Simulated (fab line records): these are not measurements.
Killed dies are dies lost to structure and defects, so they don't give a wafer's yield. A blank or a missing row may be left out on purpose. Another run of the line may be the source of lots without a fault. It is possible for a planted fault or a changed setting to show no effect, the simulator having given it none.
Which of the tools did it? -- flow sfq-line -- 7 lots, 21 wafers sampled, at 3 steps of a route of 325

## WHAT THE GAUGES READ, wafer by wafer
SFQ_I3_OVL_MEAS_923.
lot,measured,on,I3_OVL (nm)
L688,day 34 19:22,overlay-01,-4 -2 3
L695,day 39 09:26,overlay-01,-5 2 -4
L700,day 48 04:55,overlay-02,-1 4 -1
L702,day 48 10:55,overlay-01,3 11 6
L704,day 48 14:31,overlay-01,-6 -3 -3
L707,day 48 22:43,overlay-02,3 -2 2
L709,day 49 08:26,overlay-02,-4 -8 -4

## TOOL THAT RAN EACH LOT (tool first, then ch and the chambers of the sampled wafers, then the start)
lot,SFQ_TRILAYER_I3_DEP_PECVD_081,SFQ_TRILAYER_I3_METRO_MEASURE_083
L688,"pecvd-03 ch 1,2, day 27 19:07","film-metro-01, day 28 03:30"
L695,"pecvd-03 ch 0,1,2, day 39 00:54","film-metro-01, day 39 04:05"
L700,"pecvd-02 ch 0,1,2, day 47 02:19","film-metro-03, day 47 12:49"
L702,"pecvd-02 ch 0,2, day 47 05:56","film-metro-04, day 47 18:49"
L704,"pecvd-04 ch 0,2, day 47 20:19","film-metro-04, day 47 23:31"
L707,"pecvd-03 ch 0,1,2, day 48 02:19","film-metro-01, day 48 07:19"
L709,"pecvd-03 ch 0,1, day 48 04:43","film-metro-04, day 48 12:31"
- SFQ_TRILAYER_I3_DEP_PECVD_081: deposits SiO2 from SiH4/N2O, time 111.11 s, target thk 500 nm.
- SFQ_TRILAYER_I3_METRO_MEASURE_083

## THE ANSWER, worked out from the rows above alone
Rule: usual is defined by the lots themselves. Put in order of their means at a reading, lots are off if they are a third of the lots or fewer, leave a main group of 4 or more, and stand apart from it by a gap of 3 or more times the standard deviation of the main group's means; of several such gaps the widest counts. Not used: any main group whose means are identical at the precision the tables above print for the reading. A lot without any number at a reading at which 4 lots or more have one is off too. Where the step has rows for the other lots, those lots are counted as sound.
Nothing can be told from this: no lot is off at any reading shown.

## WHAT WAS PUT IN BY THE SIMULATOR
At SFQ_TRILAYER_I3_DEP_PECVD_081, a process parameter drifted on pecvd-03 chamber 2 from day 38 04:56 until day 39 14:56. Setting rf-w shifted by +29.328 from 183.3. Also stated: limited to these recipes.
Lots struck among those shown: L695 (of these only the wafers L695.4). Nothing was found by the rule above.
